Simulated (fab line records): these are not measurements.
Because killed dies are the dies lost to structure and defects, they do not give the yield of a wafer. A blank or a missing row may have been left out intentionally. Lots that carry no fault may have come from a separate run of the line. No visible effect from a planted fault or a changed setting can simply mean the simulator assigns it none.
A single fault, viewed from 2 desks + flow sfq_line + every desk sees just its own numbers, and what lay behind them comes last

METROLOGY DESK
Lot by lot, what the gauges showed, no matter which tool ran the lot: averages of those sampled wafers that carry a number. Marked OUT: a lot whose mean sits more than 4 standard deviations from the usual mean, which makes it out of limits; the brackets give that distance.
Columns: A = I7_BOW at SFQ_I7_BOW_MEAS_946, usual 7 um; B = I7_OVL at SFQ_I7_OVL_MEAS_947, usual -2 nm
| lot  | first seen here | A   | B  |
|------|-----------------|-----|----|
| L925 | day 67 22:25    | 10  | -4 |
| L932 | day 79 00:10    | -3  | 2  |
| L944 | day 82 04:40    | -10 | 4  |
| L945 | day 82 12:41    | -7  | 2  |
| L946 | day 82 19:40    | 16  | -1 |
| L947 | day 87 21:55    | -5  | 1  |
This desk's finding: nothing out of limits on any of the 6 lots.

AT THE TOOL OWNER'S DESK: rie_diel-04
The tool's own readings at SFQ_TRILAYER_I7_VIA_ETCH_VIA_ETCH_190 (etches SiO2 in CHF3, stops on Nb, target depth 260 nm): means of the sampled wafers that have a number, for each lot that ran on this tool. Marked OUT: a lot whose mean sits more than 4 standard deviations from the usual mean, which makes it out of limits; the brackets give that distance.
Columns: A = bias_w at SFQ_TRILAYER_I7_VIA_ETCH_VIA_ETCH_190, usual 80.01 W; B = drypump_motor_current_A at SFQ_TRILAYER_I7_VIA_ETCH_VIA_ETCH_190, usual 5.8 A; C = oes_product_au at SFQ_TRILAYER_I7_VIA_ETCH_VIA_ETCH_190, usual 0.854 a.u.; D = rf_fwd_power_W at SFQ_TRILAYER_I7_VIA_ETCH_VIA_ETCH_190, usual 498.2 W
| lot  | first seen here | A               | B   | C     | D     |
|------|-----------------|-----------------|-----|-------|-------|
| L932 | day 79 21:30    | 79.99           | 6.1 | 0.852 | 497.3 |
| L944 | day 82 08:19    | 85.02 (+24) OUT | 6.1 | 0.848 | 498.8 |
| L945 | day 82 16:52    | 85.14 (+24) OUT | 5.9 | 0.856 | 498.5 |
This desk finds L944, L945 out of limits, L944 being first, at day 82 08:19 (bias_w at SFQ_TRILAYER_I7_VIA_ETCH_VIA_ETCH_190). In limits: L932.

TAKEN TOGETHER
The tool owner's desk had the chance to raise an alarm at day 82 08:19 on L944, L945.
From the metrology desk's view, nothing was out of limits.
The metrology desk has L944, L945 on record, within its limits.
All the named lots went through SFQ_TRILAYER_I7_VIA_ETCH_VIA_ETCH_190 on rie_diel-04.

WHAT HAD BEEN PUT IN BY THE SIMULATOR
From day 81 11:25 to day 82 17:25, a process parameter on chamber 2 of rie_diel-04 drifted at SFQ_TRILAYER_I7_VIA_ETCH_VIA_ETCH_190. From 80, the setting bias_w moved by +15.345. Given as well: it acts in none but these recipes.
Struck lots among those shown: L944, L945.
Hours from the fault's start to each desk's first reading out of limits: the tool owner's desk, 21.
